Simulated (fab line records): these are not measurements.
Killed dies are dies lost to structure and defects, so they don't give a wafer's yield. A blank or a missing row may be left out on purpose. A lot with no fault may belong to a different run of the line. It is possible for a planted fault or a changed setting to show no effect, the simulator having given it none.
fab line records -- flow sky130
record lots=15, wafers=45, last-day=50
route steps=708 shown CAP2M@606 VIA4@651 METAL5@666
lots untouched by any fault: they come from a run of this same line in which no faults occurred
start-h: the number of hours between the record's first day and the start of the first shown wafer of the lot -- wait-h: hours from the lot's prior step to this one -- " same as the row above -- L1.1+2: one row covering several wafers at once -- - either no value or no given start -- * or withheld: withheld -- < > ~ a bound
route shown NAME@n: a module of which the file shows steps, and the number in the route of the first -- usual: mean/standard deviation of fault-free wafers -- same: alike in all rows -- chamber/n: place in a boat -- sites: readings site by site -- _std_site: the standard deviation of these -- _edge_site: outer sites' mean less inner sites' -- radius-mm: how far each site lies from the wafer's centre -- mask NAME#n: copy n -- behind: the most recent tool/chamber to have shaped the wafer -- hold: cause of the lot's hold/its duration in hours/its outcome -- device: which transistor (n, p or np) failed to switch -- end of line: at the end of the route, the tests of the same wafers -- step lacking rows: just its recipe -- killed: dies lost to structure and defects at the first sort, not the wafer's yield -- map: a wafer's dies, marking killed ones x, the rest . and places with no die _
set.NAME: the setting the step ran with; set.NAME@STEP: the setting that earlier step ran with -- model.NAME: the simulator's own value behind a step, which no gauge read
the route's steps for a sample of lots (tables are steps, rows are wafers)
services: the hour from which a tool's chamber was out of use, counted from the record's first day as start-h (under 0 if before that day), plus the number of hours and why
## steps
# step SKY_CAP2M_RS_MEAS_03
# recipe thk-meas-gauge=four-point-probe, reads=TiN_of_CAP2M_SPUTTER_02
# usual CAP2M_TIN_RS=6.85/0.058
lot.wafer,tool,chamber,start-h,wait-h,CAP2M_TIN_RS[ohm/sq]
L291.1,film-metro-04,-,927.92,0.1,6.86
L291.4,film-metro-04,-,927.92,0.1,6.91
L291.5,film-metro-04,-,927.92,0.1,6.92
L292.3,film-metro-04,-,928.27,0.1,6.78
L292.4,film-metro-04,-,928.27,0.1,6.78
L292.6,film-metro-04,-,928.27,0.1,6.82
L293.1,film-metro-02,-,943.06,0.1,6.93
L293.5,film-metro-02,-,943.06,0.1,6.85
L293.6,film-metro-02,-,943.06,0.1,6.87
L294.2,film-metro-01,-,947.64,0.1,6.84
L294.3,film-metro-01,-,947.64,0.1,6.81
L294.4,film-metro-01,-,947.64,0.1,6.82
L297.2,film-metro-01,-,977.87,0.1,6.96
L297.3,film-metro-01,-,977.87,0.1,6.91
L297.6,film-metro-01,-,977.87,0.1,6.90
L299.2,film-metro-04,-,992.64,0.1,6.84
L299.3,film-metro-04,-,992.64,0.1,6.87
L299.5,film-metro-04,-,992.64,0.1,6.86
L301.1,film-metro-04,-,1009.78,0.1,6.97
L301.3,film-metro-04,-,1009.78,0.1,6.92
L301.5,film-metro-04,-,1009.78,0.1,7.01
L298.1,film-metro-02,-,1012.18,0.1,6.92
L298.5,film-metro-02,-,1012.18,0.1,6.89
L298.6,film-metro-02,-,1012.18,0.1,6.85
L302.3,film-metro-02,-,1012.74,0.1,6.81
L302.5,film-metro-02,-,1012.74,0.1,6.87
L302.6,film-metro-02,-,1012.74,0.1,6.82
L303.1,film-metro-04,-,1020.43,0.1,6.87
L303.2,film-metro-04,-,1020.43,0.1,6.84
L303.4,film-metro-04,-,1020.43,0.1,6.95
L304.4,film-metro-02,-,1021.39,0.1,6.83
L304.5,film-metro-02,-,1021.39,0.1,6.83
L304.6,film-metro-02,-,1021.39,0.1,6.82
L309.3,film-metro-04,-,1053.97,0.1,6.75
L309.4,film-metro-04,-,1053.97,0.1,6.79
L309.6,film-metro-04,-,1053.97,0.1,6.73
L310.1,film-metro-04,-,1066.06,0.1,6.79
L310.2,film-metro-04,-,1066.06,0.1,6.76
L310.5,film-metro-04,-,1066.06,0.1,6.82
L311.4,film-metro-04,-,1067.37,0.1,6.90
L311.5,film-metro-04,-,1067.37,0.1,6.92
L311.6,film-metro-04,-,1067.37,0.1,6.88
L314.2,film-metro-02,-,1085.47,0.1,6.86
L314.3,film-metro-02,-,1085.47,0.1,6.88
L314.5,film-metro-02,-,1085.47,0.1,6.80
# step SKY_VIA4_ETCH_12
# recipe target=SiO2, chemistry=C4F8/O2/Ar, stop-on=TiN, mask-material=NOVOLAK, source-w=1500, bias-w=1200, pressure-mtorr=40, c4f8-flow-sccm=withheld, O2_flow_sccm=6, Ar_flow_sccm=300, time-s=withheld, target-depth-a=5800
# usual bias-w=1200/3.4, chamber-pressure-mTorr=40.00/0.035, oes-product-au=0.926/0.0049
lot.wafer,tool,chamber,start-h,wait-h,bias-w,chamber-pressure-mTorr,oes-product-au
L291.1,rie-diel-04,2,999.96,0.0,1205,39.96,0.930
L291.4,rie-diel-04,1,999.96,0.0,1201,40.08,0.921
L291.5,rie-diel-04,0,999.96,0.0,1201,40.05,0.927
L292.3,rie-diel-03,2,1001.99,0.0,1199,40.01,0.926
L292.4,rie-diel-03,0,1001.99,0.0,1199,39.99,0.918
L292.6,rie-diel-03,0,1001.99,0.0,1195,40.02,0.921
L293.1,rie-diel-03,1,1013.64,0.0,1199,40.00,0.920
L293.5,rie-diel-03,2,1013.64,0.0,1198,40.00,0.920
L293.6,rie-diel-03,1,1013.64,0.0,1199,40.06,0.926
L294.2,rie-diel-01,2,1020.71,0.0,1204,39.96,0.918
L294.3,rie-diel-01,3,1020.71,0.0,1201,39.95,0.924
L294.4,rie-diel-01,1,1020.71,0.0,1198,39.98,0.932
L297.2,rie-diel-01,1,1046.76,0.0,1204,40.02,0.926
L297.3,rie-diel-01,0,1046.76,0.0,1200,40.04,0.932
L297.6,rie-diel-01,1,1046.76,0.0,1202,40.06,0.926
L299.2,rie-diel-04,2,1062.52,0.0,1201,39.98,0.923
L299.3,rie-diel-04,0,1062.52,0.0,1203,40.06,0.926
L299.5,rie-diel-04,2,1062.52,0.0,1201,39.97,0.928
L301.1,rie-diel-01,2,1078.07,0.0,1199,39.96,0.920
L301.3,rie-diel-01,1,1078.07,0.0,1201,40.01,0.927
L301.5,rie-diel-01,1,1078.07,0.0,1203,40.06,0.920
L298.1,rie-diel-04,3,1079.61,0.0,1201,39.91,0.928
L298.5,rie-diel-04,3,1079.61,0.0,1211,40.01,0.926
L298.6,rie-diel-04,2,1079.61,0.0,1195,40.00,0.927
L302.3,rie-diel-03,1,1080.74,0.0,1207,39.98,0.921
L302.5,rie-diel-03,2,1080.74,0.0,1196,40.03,0.935
L302.6,rie-diel-03,0,1080.74,0.0,1196,40.00,0.930
L303.1,rie-diel-03,0,1087.39,0.0,1212,40.03,0.925
L303.2,rie-diel-03,1,1087.39,0.0,1199,39.94,0.929
L303.4,rie-diel-03,3,1087.39,0.0,1199,40.00,0.928
L304.4,rie-diel-03,1,1088.97,0.0,1202,40.01,0.921
L304.5,rie-diel-03,3,1088.97,0.0,1201,40.03,0.927
L304.6,rie-diel-03,0,1088.97,0.0,1207,40.02,0.924
L309.3,rie-diel-04,0,1116.87,0.0,-,-,-
L309.4,rie-diel-04,2,1116.87,0.0,-,-,-
L309.6,rie-diel-04,1,1116.87,0.0,-,-,-
L310.1,rie-diel-01,2,1129.71,0.0,-,-,-
L310.2,rie-diel-01,3,1129.71,0.0,-,-,-
L310.5,rie-diel-01,0,1129.71,0.0,-,-,-
L311.4,rie-diel-03,2,1130.09,0.0,-,-,-
L311.5,rie-diel-03,2,1130.09,0.0,-,-,-
L311.6,rie-diel-03,1,1130.09,0.0,-,-,-
L314.2,rie-diel-03,1,1146.44,0.0,1200,40.00,0.919
L314.3,rie-diel-03,0,1146.44,0.0,1196,40.00,0.915
L314.5,rie-diel-03,2,1146.44,0.0,1205,39.99,0.920
# step SKY_VIA4_STRIP_13
# recipe chemistry=O2/N2, power-w=1400, pressure-mtorr=1500, platen-temp-c=withheld, o2-flow-sccm=3000, n2-flow-sccm=300, overash-fraction=0.5
# usual drypump-motor-current-A=6.3/0.38, oes-product-au=0.710/0.0045, strip-time-to-endpoint-s=12.802/0.028
lot.wafer,tool,chamber,start-h,wait-h,drypump-motor-current-A,oes-product-au,rf-hours-counter-h,strip-time-to-endpoint-s
L291.1,plasma-asher-03,0,1000.03,-,5.9,0.709,57,12.824
L291.4,plasma-asher-03,1,1000.03,-,6.4,0.710,-,12.831
L291.5,plasma-asher-03,1,1000.03,-,6.4,0.712,-,12.827
L292.3,plasma-asher-02,0,1002.10,-,6.6,0.707,-,12.853
L292.4,plasma-asher-02,1,1002.10,-,6.5,0.713,-,12.809
L292.6,plasma-asher-02,1,1002.10,-,6.5,0.709,-,12.832
L293.1,plasma-asher-02,0,1013.72,-,6.6,0.706,28,12.838
L293.5,plasma-asher-02,0,1013.72,-,6.6,0.721,-,12.764
L293.6,plasma-asher-02,1,1013.72,-,6.4,0.709,-,12.822
L294.2,plasma-asher-02,0,1020.78,-,6.6,0.705,29,12.777
L294.3,plasma-asher-02,1,1020.78,-,6.4,0.706,-,12.769
L294.4,plasma-asher-02,0,1020.78,-,6.6,0.713,-,12.768
L297.2,plasma-asher-02,1,1046.83,-,6.4,0.706,31,12.807
L297.3,plasma-asher-02,1,1046.83,-,6.4,0.713,-,12.775
L297.6,plasma-asher-02,1,1046.83,-,6.4,0.716,-,12.826
L299.2,plasma-asher-03,0,1062.60,-,6.0,0.711,63,12.834
L299.3,plasma-asher-03,0,1062.60,-,6.0,0.713,-,12.854
L299.5,plasma-asher-03,0,1062.60,-,5.9,0.717,-,12.888
L301.1,plasma-asher-01,0,1078.15,-,5.3,0.713,1,12.763
L301.3,plasma-asher-01,1,1078.15,-,6.6,0.703,-,12.810
L301.5,plasma-asher-01,0,1078.15,-,5.4,0.713,-,12.826
L298.1,plasma-asher-02,0,1079.68,-,6.6,0.706,35,12.782
L298.5,plasma-asher-02,1,1079.68,-,6.4,0.717,-,12.789
L298.6,plasma-asher-02,0,1079.68,-,6.6,0.712,-,12.838
L302.3,plasma-asher-02,1,1080.85,-,6.4,0.706,-,12.784
L302.5,plasma-asher-02,1,1080.85,-,6.5,0.711,-,12.806
L302.6,plasma-asher-02,0,1080.85,-,6.6,0.709,-,12.811
L303.1,plasma-asher-02,1,1087.47,-,6.5,0.708,35,12.786
L303.2,plasma-asher-02,0,1087.47,-,6.6,0.712,35,12.796
L303.4,plasma-asher-02,1,1087.47,-,6.4,0.712,-,12.769
L304.4,plasma-asher-03,1,1089.08,-,6.4,0.707,-,12.848
L304.5,plasma-asher-03,1,1089.08,-,6.4,0.712,-,12.821
L304.6,plasma-asher-03,0,1089.08,-,5.9,0.716,-,12.771
L309.3,plasma-asher-01,1,1116.98,-,6.6,0.719,-,14.194
L309.4,plasma-asher-01,0,1116.98,-,5.4,0.718,-,14.168
L309.6,plasma-asher-01,1,1116.98,-,6.6,0.719,-,14.139
L310.1,plasma-asher-02,0,1129.78,-,6.6,0.720,40,14.227
L310.2,plasma-asher-02,1,1129.78,-,6.4,0.714,40,14.139
L310.5,plasma-asher-02,1,1129.78,-,6.4,0.717,-,14.214
L311.4,plasma-asher-01,1,1130.20,-,6.6,0.721,-,14.215
L311.5,plasma-asher-01,0,1130.20,-,5.4,0.715,-,14.199
L311.6,plasma-asher-01,1,1130.20,-,6.6,0.711,-,14.194
L314.2,plasma-asher-03,1,1146.52,-,6.4,0.709,71,12.793
L314.3,plasma-asher-03,1,1146.52,-,6.4,0.715,-,12.830
L314.5,plasma-asher-03,0,1146.52,-,6.0,0.702,-,12.757
# step SKY_METAL5_RS_MEAS_05
# recipe thk-meas-gauge=four-point-probe, reads=TiN_of_METAL5_SPUTTER_04+Ti_of_METAL5_SPUTTER_03+AlCu_of_METAL5_SPUTTER_02+TiN_of_METAL5_SPUTTER_01+Ti_of_METAL5_SPUTTER_00
# usual METAL5_ALCU_RS=0.02697/0.00026
lot.wafer,tool,chamber,start-h,wait-h,METAL5_ALCU_RS[ohm/sq]
L291.1,film-metro-02,-,1001.48,0.0,0.02675
L291.4,film-metro-02,-,1001.48,0.0,0.02726
L291.5,film-metro-02,-,1001.48,0.0,0.02701
L292.3,film-metro-04,-,1003.56,0.1,0.02663
L292.4,film-metro-04,-,1003.56,0.1,0.02685
L292.6,film-metro-04,-,1003.56,0.1,0.02661
L293.1,film-metro-02,-,1015.17,0.0,0.0272
L293.5,film-metro-02,-,1015.17,0.0,0.0268
L293.6,film-metro-02,-,1015.17,0.0,0.02714
L294.2,film-metro-04,-,1022.31,0.0,0.02692
L294.3,film-metro-04,-,1022.31,0.0,0.02679
L294.4,film-metro-04,-,1022.31,0.0,0.02656
L297.2,film-metro-03,-,1048.34,0.0,0.02698
L297.3,film-metro-03,-,1048.34,0.0,0.02724
L297.6,film-metro-03,-,1048.34,0.0,0.02705
L299.2,film-metro-03,-,1064.81,0.0,0.02704
L299.3,film-metro-03,-,1064.81,0.0,0.02719
L299.5,film-metro-03,-,1064.81,0.0,0.02711
L301.1,film-metro-04,-,1079.60,0.0,0.02645
L301.3,film-metro-04,-,1079.60,0.0,0.02648
L301.5,film-metro-04,-,1079.60,0.0,0.0266
L298.1,film-metro-02,-,1081.13,0.0,0.027
L298.5,film-metro-02,-,1081.13,0.0,0.02667
L298.6,film-metro-02,-,1081.13,0.0,0.02701
L302.3,film-metro-02,-,1082.31,0.1,0.02725
L302.5,film-metro-02,-,1082.31,0.1,0.02692
L302.6,film-metro-02,-,1082.31,0.1,0.02717
L303.1,film-metro-04,-,1088.92,0.0,0.02669
L303.2,film-metro-04,-,1088.92,0.0,0.02669
L303.4,film-metro-04,-,1088.92,0.0,0.02656
L304.4,film-metro-04,-,1090.56,0.1,0.027
L304.5,film-metro-04,-,1090.56,0.1,0.02695
L304.6,film-metro-04,-,1090.56,0.1,0.02709
L314.2,film-metro-02,-,1148.00,0.0,0.0271
L314.3,film-metro-02,-,1148.00,0.0,0.02719
L314.5,film-metro-02,-,1148.00,0.0,0.02703
# step SKY_METAL5_THK_MEAS_06
# recipe thk-meas-gauge=xrf, reads=AlCu_of_METAL5_SPUTTER_02
# usual METAL5_ALCU_THK=1175/12
lot.wafer,tool,chamber,start-h,wait-h,METAL5_ALCU_THK[nm]
L291.1,film-metro-02,-,1001.60,0.1,1183
L291.4,film-metro-02,-,1001.60,0.1,1163
L291.5,film-metro-02,-,1001.60,0.1,1167
L292.3,film-metro-04,-,1003.66,0.1,1183
L292.4,film-metro-04,-,1003.66,0.1,1176
L292.6,film-metro-04,-,1003.66,0.1,1187
L293.1,film-metro-02,-,1015.29,0.1,1165
L293.5,film-metro-02,-,1015.29,0.1,1192
L293.6,film-metro-02,-,1015.29,0.1,1167
L294.2,film-metro-04,-,1022.42,0.1,1178
L294.3,film-metro-04,-,1022.42,0.1,1179
L294.4,film-metro-04,-,1022.42,0.1,1184
L297.2,film-metro-03,-,1048.45,0.1,1176
L297.3,film-metro-03,-,1048.45,0.1,1172
L297.6,film-metro-03,-,1048.45,0.1,1176
L299.2,film-metro-03,-,1064.92,0.1,1175
L299.3,film-metro-03,-,1064.92,0.1,1163
L299.5,film-metro-03,-,1064.92,0.1,1170
L301.1,film-metro-04,-,1079.72,0.1,1201
L301.3,film-metro-04,-,1079.72,0.1,1194
L301.5,film-metro-04,-,1079.72,0.1,1190
L298.1,film-metro-02,-,1081.25,0.1,1174
L298.5,film-metro-02,-,1081.25,0.1,1190
L298.6,film-metro-02,-,1081.25,0.1,1180
L302.3,film-metro-02,-,1082.41,0.1,1162
L302.5,film-metro-02,-,1082.41,0.1,1179
L302.6,film-metro-02,-,1082.41,0.1,1170
L303.1,film-metro-04,-,1089.04,0.1,1180
L303.2,film-metro-04,-,1089.04,0.1,1188
L303.4,film-metro-04,-,1089.04,0.1,1186
L304.4,film-metro-04,-,1090.65,0.1,1170
L304.5,film-metro-04,-,1090.65,0.1,1174
L304.6,film-metro-04,-,1090.65,0.1,1161
L314.2,film-metro-02,-,1148.11,0.1,1183
L314.3,film-metro-02,-,1148.11,0.1,1170
L314.5,film-metro-02,-,1148.11,0.1,1173
## services
tool,chamber,start-h,hours,kind
rie-diel-01,2,998.26,-,clean
rie-diel-01,2,998.26,17.4,scheduled-down
rie-diel-01,2,998.26,17.4,vent-cycle
rie-diel-04,-,1004.02,4.3,pm
rie-diel-03,1,1035.80,-,clean
rie-diel-03,1,1035.80,21.3,scheduled-down
rie-diel-03,1,1035.80,21.3,vent-cycle
rie-diel-04,3,1053.10,3.7,repair
plasma-asher-01,-,1055.25,9.0,pm
plasma-asher-01,0,1055.25,9.0,vent-cycle
plasma-asher-01,1,1055.25,9.0,vent-cycle
rie-diel-01,0,1060.37,6.6,repair
plasma-asher-01,0,1064.25,-,clean
plasma-asher-01,1,1064.25,-,clean
rie-diel-03,3,1077.31,6.5,repair
rie-diel-01,3,1103.42,16.2,repair
rie-diel-04,0,1107.13,3.4,repair
rie-diel-04,2,1143.42,1.3,repair
## key
first-sign step=SKY_VIA4_ETCH_12, reading=tool-record, direction=missing
effect step=SKY_VIA4_STRIP_13, reading=strip-time-to-endpoint-s, direction=up, sigmas=50, usual=*, struck=*
met-at SKY_VIA4_ETCH_12
struck-lots L309,L310,L311
later-rows-left-out L309.3,L309.4,L309.6,L310.1,L310.2,L310.5,L311.4,L311.5,L311.6
sort-left-out L309.3,L309.4,L309.6,L310.1,L310.2,L310.5,L311.4,L311.5,L311.6
not-acting-at SKY_CAP2M_RS_MEAS_03,SKY_METAL5_RS_MEAS_05,SKY_METAL5_THK_MEAS_06
onset-between 1088.97 1116.87
fault kind=skipped-step-whole, tool=rie-diel-01,rie-diel-03,rie-diel-04, chamber=-, onset-h=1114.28, steps=SKY_VIA4_ETCH_12, scope=struck-lots-only
# sort-left-out: the simulated sort isn't trusted on such a fault, so these wafers' sort isn't shown, and their yield isn't known
# later-rows-left-out: the simulator's readings of these wafers behind a module that went badly wrong aren't trusted and aren't shown, but for the sort
